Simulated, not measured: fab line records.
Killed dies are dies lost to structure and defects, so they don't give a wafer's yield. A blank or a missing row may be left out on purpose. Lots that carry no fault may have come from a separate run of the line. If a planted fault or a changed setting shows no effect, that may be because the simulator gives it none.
fab line records    flow sky130
[record] lots = 11  wafers = 33  last-day = 50
route steps=708 shown POLY_CUT@315 RES_XHIGH@339 SD_N@358 PAD_OPEN@708
lots that met no fault: from a run of the same line without faults
start-h: start of the lot's first displayed wafer, in hours after the record's first day    wait-h: hours from the lot's prior step to this one    " as in the row above    L1.1+2: several wafers, shown together as one row    - no value, or no start given    * or withheld: withheld    < > ~ a bound
route shown NAME@n: names a module that has steps shown in the file, with the first one's number in the route    usual: mean/standard deviation taken from wafers without a fault    same: alike in all rows    chamber/n: place in a boat    sites: each site's reading    _std_site: the standard deviation of these    _edge_site: mean of outer sites minus mean of inner sites    radius-mm: for every site, how far away it sits from the centre of the wafer    mask NAME#n: copy n    behind: the most recent tool/chamber to have shaped the wafer    hold: cause of the lot's hold/its duration in hours/its outcome    device: which transistor (n, p or np) failed to switch    end of line: the tests these same wafers got at the end of their route    a step given without rows: its recipe and nothing more    killed: dies that structure and defects cost at the first sort, which is not the same as the wafer's yield    map: the dies of a wafer, with x for killed, . for not killed, _ for no die there
set.NAME: the run value of the setting; set.NAME@STEP: its run value at that earlier step    model.NAME: the simulator's own value behind a step, which no gauge read
one table for each step of the route and one row for each wafer, over a sample of lots
services: the hour from which a tool's chamber was out of use, counted from the record's first day as start-h (under 0 if before that day), plus the number of hours and why
[[steps]]
[step SKY_POLY_CUT_CD_MEAS_08]
[recipe] target-cd-nm = 270
[usual] cd-nm = 270.3/1.6
lot.wafer  tool       chamber  start-h  wait-h  cd-nm
L477.3     cd-sem-01  -        560.53   -       273.4
L477.5     "          -        "        "       272.7
L477.6     "          -        "        "       272.3
L479.2     cd-sem-02  -        586.82   -       270.3
L479.4     "          -        "        "       270.1
L479.6     "          -        "        "       270.1
L481.2     cd-sem-01  -        624.17   -       271.7
L481.3     "          -        "        "       272.5
L481.5     "          -        "        "       271.2
L484.1     cd-sem-02  -        629.07   -       266.4
L484.2     "          -        "        "       268.8
L484.4     "          -        "        "       269.0
L485.3     cd-sem-01  -        635.54   -       271.9
L485.5     "          -        "        "       271.4
L485.6     "          -        "        "       271.5
L493.1     cd-sem-01  -        699.44   -       271.5
L493.5     "          -        "        "       270.4
L493.6     "          -        "        "       270.2
L495.3     cd-sem-01  -        713.86   -       274.3
L495.4     "          -        "        "       274.0
L495.6     "          -        "        "       273.5
L496.3     cd-sem-02  -        719.03   -       267.0
L496.4     "          -        "        "       269.0
L496.6     "          -        "        "       268.1
L497.1     cd-sem-01  -        723.32   -       270.4
L497.5     "          -        "        "       269.7
L497.6     "          -        "        "       269.8
L498.1     cd-sem-01  -        731.19   -       268.4
L498.2     "          -        "        "       269.9
L498.5     "          -        "        "       270.3
L499.1     cd-sem-01  -        738.14   -       269.6
L499.4     "          -        "        "       268.8
L499.5     "          -        "        "       269.6
[step SKY_POLY_CUT_ETCH_11]
[recipe] target = Si3N4  chemistry = CF4/CH2F2/Ar  stop-on = poly-Si  source-w = 600  bias-w = 150  pressure-mtorr = 40  cf4-flow-sccm = 40  ch2f2-flow-sccm = 20  Ar_flow_sccm = 150  time-s = 42.5  target-depth-a = 600
[usual] drypump-motor-current-A = 5.8/0.32  oes-product-au = 0.832/0.008  throttle-valve-pct = 14.995/0.0092
lot.wafer  tool         chamber  start-h  wait-h  drypump-motor-current-A  oes-product-au  rf-hours-counter-h  throttle-valve-pct
L477.3     rie-diel-04  1        560.69   0.0     6.2                      0.841           5                   14.983
L477.5     "            0        "        "       6.3                      0.826           -                   15.004
L477.6     "            1        "        "       6.2                      0.828           -                   14.994
L479.2     rie-diel-04  0        587.00   0.0     6.2                      0.833           40                  15.012
L479.4     "            1        "        "       6.2                      0.828           6                   15.000
L479.6     "            3        "        "       5.7                      0.827           -                   15.002
L481.2     rie-diel-01  2        624.35   0.0     5.7                      0.830           2                   14.980
L481.3     "            3        "        "       6.0                      0.841           18                  14.983
L481.5     "            2        "        "       5.7                      0.840           -                   15.001
L484.1     rie-diel-04  3        629.27   0.0     5.7                      0.836           5                   14.993
L484.2     "            1        "        "       6.2                      0.832           7                   14.999
L484.4     "            2        "        "       6.0                      0.837           5                   14.994
L485.3     rie-diel-04  3        635.70   0.0     5.7                      0.836           5                   15.007
L485.5     "            2        "        "       6.0                      0.837           -                   14.992
L485.6     "            3        "        "       5.7                      0.826           -                   14.998
L493.1     rie-diel-01  3        699.64   0.0     6.0                      0.833           19                  14.995
L493.5     "            2        "        "       5.7                      0.846           -                   15.018
L493.6     "            3        "        "       6.0                      0.832           -                   14.980
L495.3     rie-diel-01  1        714.02   0.0     5.4                      0.832           7                   14.980
L495.4     "            2        "        "       5.7                      0.838           4                   15.004
L495.6     "            1        "        "       5.4                      0.828           -                   14.984
L496.3     rie-diel-04  0        719.19   0.0     6.3                      0.818           43                  14.999
L496.4     "            3        "        "       5.7                      0.835           7                   14.986
L496.6     "            2        "        "       6.0                      0.828           -                   14.993
L497.1     rie-diel-02  1        723.52   0.0     5.4                      0.839           5                   15.008
L497.5     "            2        "        "       5.1                      0.833           -                   14.994
L497.6     "            3        "        "       5.5                      0.838           -                   14.984
L498.1     rie-diel-01  3        731.39   0.0     6.0                      0.839           19                  15.000
L498.2     "            2        "        "       5.7                      0.846           4                   15.000
L498.5     "            0        "        "       5.7                      0.851           -                   14.994
L499.1     rie-diel-01  0        738.34   0.0     5.6                      0.841           2                   14.987
L499.4     "            3        "        "       6.0                      0.843           20                  14.994
L499.5     "            1        "        "       5.4                      0.835           -                   14.999
[step SKY_RES_XHIGH_IMPLANT_07]
[recipe] species = BF2  energy-kev = 20  dose-cm2 = 3.6e+14  tilt-deg = 0
[usual] end-station-pressure-torr = 5.18e-06/2.6e-07
lot.wafer  tool          chamber  start-h  wait-h  end-station-pressure-torr
L477.3     implanter-02  0        619.69   0.1     4.89e-06
L477.5     "             0        "        "       4.95e-06
L477.6     "             0        "        "       4.66e-06
L479.2     implanter-02  0        645.91   0.1     5.26e-06
L479.4     "             0        "        "       5.23e-06
L479.6     "             0        "        "       5.59e-06
L481.2     implanter-03  0        681.41   0.1     4.97e-06
L481.3     "             0        "        "       4.88e-06
L481.5     "             0        "        "       4.86e-06
L484.1     implanter-02  0        685.27   0.1     4.95e-06
L484.2     "             0        "        "       5.18e-06
L484.4     "             0        "        "       5.39e-06
L485.3     implanter-02  0        692.42   0.1     5.29e-06
L485.5     "             0        "        "       5.11e-06
L485.6     "             0        "        "       5.19e-06
L493.1     implanter-01  0        754.14   0.1     5.85e-06
L493.5     "             0        "        "       5.3e-06
L493.6     "             0        "        "       4.84e-06
L495.3     implanter-02  0        768.45   0.1     5.18e-06
L495.4     "             0        "        "       5.17e-06
L495.6     "             0        "        "       5.31e-06
L496.3     implanter-02  0        773.69   0.1     5.15e-06
L496.4     "             0        "        "       5.25e-06
L496.6     "             0        "        "       5.45e-06
L497.1     implanter-01  0        776.92   0.1     5.12e-06
L497.5     "             0        "        "       5.69e-06
L497.6     "             0        "        "       5.47e-06
L498.1     implanter-01  0        785.10   0.1     5.28e-06
L498.2     "             0        "        "       5.1e-06
L498.5     "             0        "        "       5.47e-06
L499.1     implanter-02  0        792.22   0.1     5.68e-06
L499.4     "             0        "        "       5.4e-06
L499.5     "             0        "        "       5e-06
[step SKY_RES_XHIGH_TW_MEAS_09]
[usual] RES_XHIGH_TW = 1636/12
lot.wafer  tool           chamber  start-h  wait-h  hold                      RES_XHIGH_TW
L477.3     film-metro-01  -        619.91   0.1     -                         1625
L477.5     "              -        "        "       -                         1629
L477.6     "              -        "        "       -                         1626
L479.2     film-metro-03  -        646.19   0.1     -                         1636
L479.4     "              -        "        "       -                         1632
L479.6     "              -        "        "       -                         1624
L481.2     film-metro-04  -        681.65   0.1     -                         1652
L481.3     "              -        "        "       -                         1650
L481.5     "              -        "        "       -                         1653
L484.1     film-metro-04  -        685.52   0.1     await-dispo/0.2h/release  1576
L484.2     "              -        "        "       await-dispo/0.2h/release  1569
L484.4     "              -        "        "       await-dispo/0.2h/release  1575
L484.1     film-metro-04  -        685.75   0.2     -                         1576
L484.2     "              -        "        "       -                         1575
L484.4     "              -        "        "       -                         1572
L485.3     film-metro-03  -        692.64   0.1     await-dispo/0.2h/release  1561
L485.5     "              -        "        "       await-dispo/0.2h/release  1563
L485.6     "              -        "        "       await-dispo/0.2h/release  1558
L485.3     film-metro-03  -        692.87   0.2     -                         1553
L485.5     "              -        "        "       -                         1557
L485.6     "              -        "        "       -                         1561
L493.1     film-metro-04  -        754.39   0.1     -                         1641
L493.5     "              -        "        "       -                         1640
L493.6     "              -        "        "       -                         1640
L495.3     film-metro-03  -        768.67   0.1     -                         1632
L495.4     "              -        "        "       -                         1637
L495.6     "              -        "        "       -                         1640
L496.3     film-metro-03  -        773.91   0.1     -                         1646
L496.4     "              -        "        "       -                         1634
L496.6     "              -        "        "       -                         1639
L497.1     film-metro-03  -        777.17   0.1     -                         1638
L497.5     "              -        "        "       -                         1643
L497.6     "              -        "        "       -                         1642
L498.1     film-metro-01  -        785.36   0.1     -                         1613
L498.2     "              -        "        "       -                         1615
L498.5     "              -        "        "       -                         1603
L499.1     film-metro-03  -        792.47   0.1     -                         1641
L499.4     "              -        "        "       -                         1637
L499.5     "              -        "        "       -                         1636
[step SKY_SD_N_RS_MEAS_16]
[recipe] thk-meas-gauge = four-point-probe
[usual] SD_N_RS = 68.55/0.12
lot.wafer  tool           chamber  start-h  wait-h  SD_N_RS[ohm/sq]
L477.3     film-metro-04  -        649.72   0.1     68.53
L477.5     "              -        "        "       68.47
L477.6     "              -        "        "       68.66
L479.2     film-metro-01  -        674.70   0.1     68.69
L479.4     "              -        "        "       68.67
L479.6     "              -        "        "       68.35
L481.2     film-metro-03  -        710.93   0.1     68.79
L481.3     "              -        "        "       68.76
L481.5     "              -        "        "       68.78
L484.1     film-metro-01  -        714.23   0.1     68.45
L484.2     "              -        "        "       68.58
L484.4     "              -        "        "       68.34
L485.3     film-metro-01  -        720.25   0.1     68.49
L485.5     "              -        "        "       68.55
L485.6     "              -        "        "       68.46
L493.1     film-metro-01  -        780.21   0.1     68.67
L493.5     "              -        "        "       68.37
L493.6     "              -        "        "       68.54
L495.3     film-metro-04  -        796.37   0.1     68.51
L495.4     "              -        "        "       68.34
L495.6     "              -        "        "       68.49
L496.3     film-metro-01  -        800.47   0.1     68.47
L496.4     "              -        "        "       68.42
L496.6     "              -        "        "       68.32
L497.1     film-metro-03  -        804.48   0.1     68.53
L497.5     "              -        "        "       68.43
L497.6     "              -        "        "       68.49
L498.1     film-metro-01  -        812.18   0.1     68.46
L498.2     "              -        "        "       68.27
L498.5     "              -        "        "       68.46
L499.1     film-metro-03  -        819.44   0.1     68.61
L499.4     "              -        "        "       68.69
L499.5     "              -        "        "       68.60
[step SKY_SD_N_RS_MEAS_18]
[recipe] thk-meas-gauge = four-point-probe
[usual] RES_XHIGH_RS = 333.3/1.1
lot.wafer  tool           chamber  start-h  wait-h  hold                      RES_XHIGH_RS[ohm/sq]
L477.3     film-metro-04  -        649.96   0.1     -                         333.8
L477.5     "              -        "        "       -                         334.0
L477.6     "              -        "        "       -                         334.0
L479.2     film-metro-01  -        674.94   0.1     -                         331.4
L479.4     "              -        "        "       -                         330.8
L479.6     "              -        "        "       -                         332.0
L481.2     film-metro-03  -        711.17   0.1     -                         333.0
L481.3     "              -        "        "       -                         333.4
L481.5     "              -        "        "       -                         332.8
L484.1     film-metro-01  -        714.47   0.1     await-dispo/0.2h/release  375.3
L484.2     "              -        "        "       await-dispo/0.2h/release  375.0
L484.4     "              -        "        "       await-dispo/0.2h/release  375.4
L484.1     film-metro-01  -        714.82   0.3     -                         375.0
L484.2     "              -        "        "       -                         375.0
L484.4     "              -        "        "       -                         375.2
L485.3     film-metro-01  -        720.49   0.1     await-dispo/0.2h/release  374.0
L485.5     "              -        "        "       await-dispo/0.2h/release  373.2
L485.6     "              -        "        "       await-dispo/0.2h/release  374.1
L485.3     film-metro-01  -        720.78   0.3     -                         374.1
L485.5     "              -        "        "       -                         372.1
L485.6     "              -        "        "       -                         374.0
L493.1     film-metro-01  -        780.45   0.1     -                         332.7
L493.5     "              -        "        "       -                         331.9
L493.6     "              -        "        "       -                         331.6
L495.3     film-metro-04  -        796.61   0.1     -                         333.7
L495.4     "              -        "        "       -                         332.3
L495.6     "              -        "        "       -                         332.8
L496.3     film-metro-01  -        800.71   0.1     -                         332.5
L496.4     "              -        "        "       -                         333.0
L496.6     "              -        "        "       -                         332.9
L497.1     film-metro-03  -        804.72   0.1     -                         335.7
L497.5     "              -        "        "       -                         333.9
L497.6     "              -        "        "       -                         333.8
L498.1     film-metro-01  -        812.42   0.1     -                         332.8
L498.2     "              -        "        "       -                         331.6
L498.5     "              -        "        "       -                         334.5
L499.1     film-metro-03  -        819.68   0.1     -                         333.8
L499.4     "              -        "        "       -                         334.3
L499.5     "              -        "        "       -                         334.8
[step SKY_PAD_OPEN_PROBE_99]
[usual] killed_at_M0_to_M3 = 43/6.5  killed_at_M4_up = 3.5/1.9  killed-at-contacts = 24/5.4  killed-at-front-end = 16/4.8  killed-at-other = 0.4/0.64  killed-dies = 87/9.4  killed-open = 47/7  killed-short = 40/6.3
[same] gross-dies = 492  killed-at-back-side = 0
lot.wafer  tool       chamber  start-h  wait-h  killed_at_M0_to_M3  killed_at_M4_up  killed-at-contacts  killed-at-front-end  killed-at-other  killed-dies  killed-open  killed-short
L493.1     prober-01  -        1168.31  0.1     56                  6                19                  9                    1                91           43           47
L493.5     prober-01  -        1168.51  0.2     43                  5                23                  15                   1                87           49           38
L493.6     prober-01  -        1168.56  0.2     49                  3                20                  13                   0                85           45           40
// killed by level:class
L493.1 METAL2:geometric-particle:short=13 VIA1:geometric-particle:open=9 LI_CONTACT:geometric-particle:open=7 CONTACT:geometric-particle:open=7 VIA2:geometric-particle:short=7 VIA2:geometric-particle:open=6 METAL1:geometric-particle:short=5 METAL1:geometric-particle:open=4
L493.5 VIA1:geometric-particle:open=8 CONTACT:geometric-particle:open=7 VIA3:geometric-particle:open=7 FIELD_ISO:geometric-particle:open=6 LI_CONTACT:geometric-particle:open=6 VIA2:geometric-particle:open=6 METAL2:geometric-particle:short=6 LOCAL_INTERCONNECT:geometric-particle:short=5
L493.6 VIA1:geometric-particle:open=10 METAL2:geometric-particle:short=8 LI_CONTACT:geometric-particle:open=7 CONTACT:geometric-particle:open=7 VIA3:geometric-particle:open=7 FIELD_ISO:geometric-particle:short=6 VIA2:geometric-particle:open=6 POLY_GATE:geometric-particle:short=5
[[services]]
tool          chamber  start-h  hours  kind
rie-diel-04   2        549.33   12.1   repair
rie-diel-04   -        565.41   10.0   pm
implanter-03  -        568.34   19.8   pm
rie-diel-02   -        568.70   28.1   pm
rie-diel-04   0        577.53   2.1    repair
rie-diel-04   3        578.98   2.2    repair
implanter-02  -        584.07   5.2    repair
implanter-03  -        593.10   3.2    repair
implanter-03  -        593.83   2.3    repair
rie-diel-02   0        606.61   5.5    repair
implanter-02  -        613.68   1.1    repair
rie-diel-01   -        632.14   2.8    pm
implanter-01  -        668.01   0.8    repair
implanter-02  -        674.13   1.0    repair
rie-diel-01   1        675.72   4.3    repair
rie-diel-04   1        693.39   6.8    repair
rie-diel-04   -        708.68   0.3    repair
rie-diel-02   1        725.74   7.4    repair
rie-diel-04   1        732.00   4.7    repair
implanter-03  -        734.48   10.5   repair
implanter-02  -        751.28   13.6   repair
implanter-03  -        753.57   23.4   repair
implanter-02  -        779.90   3.2    pm
implanter-02  -        783.23   3.4    repair
[[key]]
[first-sign] step = SKY_RES_XHIGH_TW_MEAS_09  reading = visit  direction = added
[effect] step = SKY_RES_XHIGH_TW_MEAS_09  reading = RES_XHIGH_TW  direction = down  sigmas = 6  usual = 1636  struck = 1567
[effect] step = SKY_SD_N_RS_MEAS_18  reading = visit  direction = added
[effect] step = SKY_SD_N_RS_MEAS_18  reading = RES_XHIGH_RS  direction = up  sigmas = 36  usual = 333.3  struck = 374.5
met-at SKY_RES_XHIGH_IMPLANT_07
struck-lots L484,L485
tester-left-out L484,L485
not-acting-at SKY_POLY_CUT_CD_MEAS_08,SKY_POLY_CUT_ETCH_11,SKY_SD_N_RS_MEAS_16
onset-between 645.91 685.27
[fault] kind = process-parameter-drift  tool = implanter-02  chamber = -  onset-h = 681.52  steps = SKY_RES_XHIGH_IMPLANT_07  channel = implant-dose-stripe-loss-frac  offset = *  shape = step  end-h = 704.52
// tester-left-out: of these lots the tester's yield and bins aren't shown, on N5 and GAA mostly nor the transistor test; their killed dies are dies lost to structure and defects alone, not to doping, threshold or leakage, so they don't give the yield
